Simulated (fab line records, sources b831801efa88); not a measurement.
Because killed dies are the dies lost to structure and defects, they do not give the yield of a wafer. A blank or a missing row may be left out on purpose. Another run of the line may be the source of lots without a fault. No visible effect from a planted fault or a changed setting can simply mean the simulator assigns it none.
Which of the tools did it?    flow sky130    15 lots, 45 wafers sampled, at 4 steps of a route of 708

WHAT EACH GAUGE READ, for each wafer
SKY_METAL1_THK_MEAS_06: measures by xrf. Usual: METAL1_ALCU_THK gives 249.5 nm (standard deviation 2.6).
lot   measured      on             METAL1_ALCU_THK (nm)  flag
L466  day 31 20:07  film-metro-02  253.5 252.7 254.9     
L467  day 32 06:55  film-metro-01  245.2 246.4 248.5     
L468  day 32 23:28  film-metro-03  249.1 250.7 248.5     
L470  day 33 08:36  film-metro-02  246.8 251.5 244.8     
L473  day 34 04:23  film-metro-03  247.4 250.7 250.3     
L474  day 35 02:08  film-metro-03  249.1 247.4 248.1     
L476  day 35 09:42  film-metro-03  246.4 248.4 251.1     
L478  day 36 12:17  film-metro-02  247.6 246.9 247.6     
L479  day 36 13:48  film-metro-02  251.4 251.3 251.6     
L480  day 36 15:14  film-metro-03  249.7 247.9 247.1     
L481  day 36 17:49  film-metro-01  249.2 248.8 250.8     
L483  day 37 08:26  film-metro-02  251.1 252.0 251.0     
L486  day 38 09:11  film-metro-03  246.0 246.3 245.8     
L487  day 38 21:43  film-metro-02  250.3 250.7 248.7     
L488  day 39 03:17  film-metro-03  247.2 248.0 247.4     

SKY_METAL1_CD_MEAS_15: the cd target is 140 nm. Usual: cd-nm reads 140.0 nm (standard deviation 1.8).
lot   measured      on         cd-nm (nm)         flag
L466  day 32 23:05  cd-sem-01  139.0 138.9 139.8  
L467  day 33 10:04  cd-sem-01  142.6 142.1 140.5  
L468  day 34 02:44  cd-sem-01  137.9 137.6 139.1  
L470  day 34 11:23  cd-sem-02  139.2 138.7 138.0  
L473  day 35 07:25  cd-sem-01  138.8 139.6 138.8  
L474  day 36 04:48  cd-sem-02  140.1 139.9 139.8  
L476  day 36 12:25  cd-sem-02  142.0 143.9 141.4  
L478  day 37 14:01  cd-sem-02  139.8 139.7 138.5  
L479  day 37 16:06  cd-sem-01  - - -              OFF
L480  day 37 17:28  cd-sem-01  - - -              OFF
L481  day 37 20:10  cd-sem-01  - - -              OFF
L483  day 38 10:47  cd-sem-01  140.4 139.1 138.7  
L486  day 39 09:26  cd-sem-02  142.4 142.3 141.7  
L487  day 39 22:11  cd-sem-02  137.9 137.5 137.0  
L488  day 40 03:37  cd-sem-01  139.5 139.6 140.1  

EACH LOT AND THE TOOL THAT RAN IT (in order: tool; ch and the chambers of the sampled wafers; start)
lot   SKY_CONTACT_CMP_27             SKY_METAL1_DEVELOP_14
L466  cmp-01 ch 0,3, day 31 19:36    litho-track-03 ch 0, day 32 22:00
L467  cmp-01 ch 1,3, day 32 06:25    litho-track-04 ch 0, day 33 09:00
L468  cmp-02 ch 0,2,3, day 32 23:00  litho-track-02 ch 0, day 34 02:00
L470  cmp-02 ch 2,3, day 33 08:02    litho-track-03 ch 0, day 34 11:00
L473  cmp-02 ch 0,1,3, day 34 03:55  litho-track-03 ch 0, day 35 07:00
L474  cmp-02 ch 0,2,3, day 35 01:34  litho-track-02 ch 0, day 36 04:00
L476  cmp-02 ch 0,2,3, day 35 09:16  litho-track-02 ch 0, day 36 12:00
L478  cmp-02 ch 0,3, day 36 11:43    litho-track-02 ch 0, day 37 13:00
L479  cmp-02 ch 0,2,3, day 36 13:20  litho-track-02, day 37 15:00
L480  cmp-02 ch 0,2,3, day 36 14:40  litho-track-03, day 37 17:00
L481  cmp-02 ch 1,3, day 36 17:18    litho-track-03, day 37 20:00
L483  cmp-01 ch 0,1,2, day 37 07:58  litho-track-03 ch 0, day 38 10:00
L486  cmp-01 ch 1,2,3, day 38 08:43  litho-track-03 ch 0, day 39 09:00
L487  cmp-01 ch 1,3, day 38 21:10    litho-track-02 ch 0, day 39 22:00
L488  cmp-02 ch 0,3, day 39 02:42    litho-track-04 ch 0, day 40 03:00
- SKY_CONTACT_CMP_27: polishes, stops on SiO2, t overpolish 15 s, target thk 0 nm.
- SKY_METAL1_DEVELOP_14: develop time 60 s.

AS READ BY THE TOOLS THEMSELVES (means over the sampled wafers that have a number; for cases with no such wafer, the mark the record gives instead)
SKY_CONTACT_CMP_27. Usual: motor-current-A 11.0 A, standard deviation 0.76; overpolish-run-s 15.001 s, standard deviation 0.0088; time-to-endpoint-s 83.0 s, standard deviation 2.8.
lot   tool    motor-current-A (A)  overpolish-run-s (s)  time-to-endpoint-s (s)  flag
L466  cmp-01  11.3                 15.000                84.5                    
L467  cmp-01  11.5                 15.003                83.6                    
L468  cmp-02  10.7                 15.010                79.8                    
L470  cmp-02  11.3                 15.000                83.0                    
L473  cmp-02  10.4                 15.010                80.2                    
L474  cmp-02  11.1                 15.006                81.2                    
L476  cmp-02  10.7                 14.994                84.0                    
L478  cmp-02  10.9                 14.998                86.2                    
L479  cmp-02  10.8                 15.008                86.5                    
L480  cmp-02  11.1                 15.002                82.6                    
L481  cmp-02  10.1                 14.998                85.1                    
L483  cmp-01  11.3                 14.997                83.3                    
L486  cmp-01  11.3                 15.005                82.7                    
L487  cmp-01  11.3                 15.001                85.1                    
L488  cmp-02  10.7                 14.997                85.7                    

SKY_METAL1_DEVELOP_14. Usual: chill-plate-temp-C 22.99 C, standard deviation 0.11; resist-line-temp-C 23.02 C, standard deviation 0.11.
lot   tool            chill-plate-temp-C (C)  resist-line-temp-C (C)  flag
L466  litho-track-03  22.93                   22.87                   
L467  litho-track-04  23.10                   23.01                   
L468  litho-track-02  22.86                   23.02                   
L470  litho-track-03  22.99                   22.93                   
L473  litho-track-03  23.03                   23.09                   
L474  litho-track-02  23.03                   23.01                   
L476  litho-track-02  23.03                   23.11                   
L478  litho-track-02  23.04                   22.95                   
L479  litho-track-02  -                       -                       OFF
L480  litho-track-03  -                       -                       OFF
L481  litho-track-03  -                       -                       OFF
L483  litho-track-03  22.99                   22.97                   
L486  litho-track-03  22.92                   23.09                   
L487  litho-track-02  23.05                   23.00                   
L488  litho-track-04  22.90                   22.97                   

THE ANSWER, worked out from the rows above alone
Rule: a lot is off if the mean of its wafers that have a number lies more than 3 standard deviations from the usual mean. Also off: a lot with no number at a reading for which 4 or more lots have one. Where the step has rows for the other lots, those lots are counted as sound. After the gauges, taken in route order, come the tools' own readings; for these a lot's mean is taken, as printed above. At the first step where some lot is off, the reading lying furthest off is the one used; lots without a number count as furthest.
Off, at SKY_METAL1_CD_MEAS_15 on cd-nm: L479, L480, L481. Without a number there: L479, L480, L481.
A tool fits if, at a process step before that reading, it ran every lot that is off, and no sound lot after the first of them. The gauges at SKY_METAL1_CD_MEAS_15 aren't tried: what is off there is off at SKY_METAL1_DEVELOP_14 too, on other tools, and a gauge's error can't cause that. Of those tried, none fits.

WHAT THE SIMULATOR HAD PUT IN
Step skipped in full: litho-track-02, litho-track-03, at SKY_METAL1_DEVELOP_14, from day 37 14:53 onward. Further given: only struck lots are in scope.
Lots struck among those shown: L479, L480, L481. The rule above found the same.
